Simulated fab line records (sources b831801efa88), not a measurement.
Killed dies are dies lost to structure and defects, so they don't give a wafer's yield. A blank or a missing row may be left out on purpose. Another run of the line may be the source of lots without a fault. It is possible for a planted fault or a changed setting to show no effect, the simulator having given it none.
A lot that was struck, set against a sound lot / flow sky130 / 23 steps out of a route of 708
Sound: wafers L564.1, L564.5, L564.6. Wafers struck: L562.1, L562.4, L562.5. At the end, the cause is stated.
For every step that has rows: the tool of each side, followed by ch and its chambers, followed by its first start. Under that, the readings that differ: sound wafers / struck wafers / difference of the means / sigmas: that difference in standard deviations of wafers without a fault.
alike: readings whose means differ by less than 2 such deviations, and words and numbers that are the same on both sides. not compared: withheld readings, readings that some wafer has no value for, bounds like >300 that may hide the same value, and numbers for which the record gives no deviation and whose values overlap.
A row with sigmas, a row that says differs or no value, or rows on one side alone: a step with any of these is where the two part. When numbers do not overlap yet have no deviation, they are printed without sigmas and do not part them. A reading missing from all wafers of one side parts the sides only when that side holds two or more wafers.

first, 6 steps without rows for these wafers: SKY_VT_ADJUST_LVTN_HMDS_12 (prime time 60 s); SKY_VT_ADJUST_LVTN_COAT_13 (resist thk 1140 nm); SKY_VT_ADJUST_LVTN_SOFTBAKE_14 (time 60 s); SKY_VT_ADJUST_LVTN_EXPOSE_15 (exposes mask HVN STD DERIVED, target cd 600 nm); SKY_VT_ADJUST_LVTN_PEB_16; SKY_VT_ADJUST_LVTN_DEVELOP_17 (develop time 60 s).
SKY_VT_ADJUST_LVTN_OVL_MEAS_18:
  sound on overlay-01 at day 13 12:39; struck on overlay-01 at day 12 21:24
  alike: VT_ADJUST_LVTN_01_OVL
following that, these wafers have no rows for 1 step: SKY_VT_ADJUST_LVTN_IMPLANT_19.
SKY_VT_ADJUST_LVTN_STRIP_20: strips in O2/N2.
  sound on plasma_asher-01 ch 0,1, day 13 12:50; struck on plasma_asher-04 ch 0, day 12 21:35
  alike: drypump_motor_current_A, oes_product_au, strip_time_to_endpoint_s
  not compared: rf_hours_counter_h
SKY_VT_ADJUST_LVTN_TW_MEAS_21:
  sound on film_metro-01 at day 13 12:56; struck on film_metro-04 at day 12 21:41
  alike: VT_ADJUST_LVTN_2_TW
then, 2 steps without rows for these wafers: SKY_VT_ADJUST_NCORE_DEHYDRATE_00 (time 60 s); SKY_VT_ADJUST_NCORE_HMDS_01 (prime time 60 s).
SKY_VT_ADJUST_NCORE_COAT_02: resist thk 1140 nm.
  sound on litho_track-01 ch 0, day 14 01:40; struck on litho_track-04 ch 0, day 13 10:03
reading=model.NOVOLAK_of_VT_ADJUST_NCORE_COAT_02.thk_nm (nm); sound=1140 1144 1143; struck=1181 1183 1182; difference=+40; sigmas=
  alike: spin_speed_rpm
then, 3 steps without rows for these wafers: SKY_VT_ADJUST_NCORE_SOFTBAKE_03 (time 60 s); SKY_VT_ADJUST_NCORE_EXPOSE_04 (exposes mask LVTN COMPLEMENT THIN, target cd 380 nm); SKY_VT_ADJUST_NCORE_PEB_05.
SKY_VT_ADJUST_NCORE_DEVELOP_06: develop time 60 s.
  sound on litho_track-01 ch 0, day 14 15:13; struck on litho_track-03 ch 0, day 13 22:59
reading=model.NOVOLAK_of_VT_ADJUST_NCORE_COAT_02.thk_nm (nm); sound=1140 1143 1142; struck=1181 1183 1181; difference=+40; sigmas=
SKY_VT_ADJUST_NCORE_CD_MEAS_07 targets a cd of 380 nm.
  sound on cd_sem-02 at day 14 15:22; struck on cd_sem-02 at day 13 23:08
  alike: cd_nm
SKY_VT_ADJUST_NCORE_OVL_MEAS_08:
  sound on overlay-01 at day 14 15:29; struck on overlay-01 at day 13 23:15
  alike: VT_ADJUST_NCORE_OVL
following that, these wafers have no rows for 1 step: SKY_VT_ADJUST_NCORE_IMPLANT_09.
SKY_VT_ADJUST_NCORE_STRIP_10: strips in O2/N2.
  sound on plasma_asher-03 ch 0,1, day 14 15:40; struck on plasma_asher-01 ch 1, day 13 23:26
reading=strip_time_to_endpoint_s (s); sound=14.23 14.26 14.24; struck=14.66 14.68 14.67; difference=+0.43; sigmas=+12
  alike: drypump_motor_current_A, oes_product_au
  not compared: rf_hours_counter_h
SKY_VT_ADJUST_NCORE_TW_MEAS_11:
  sound on film_metro-02 at day 14 15:46; struck on film_metro-02 at day 13 23:32
  alike: VT_ADJUST_NCORE_TW
-- here the record skips 37 days between the struck wafers' starts before and after, leaving off in module VT_ADJUST_NCORE and picking up in module PAD_OPEN (first step shown: number 708 of the route) --
SKY_PAD_OPEN_PROBE_99:
  only the struck wafers here have rows in the record (prober-01, day 51 05:04); the sound ones have none

WHERE THEY PART
First at SKY_VT_ADJUST_NCORE_STRIP_10; last, within this record, at SKY_PAD_OPEN_PROBE_99.

WHY: whatever the simulator had introduced
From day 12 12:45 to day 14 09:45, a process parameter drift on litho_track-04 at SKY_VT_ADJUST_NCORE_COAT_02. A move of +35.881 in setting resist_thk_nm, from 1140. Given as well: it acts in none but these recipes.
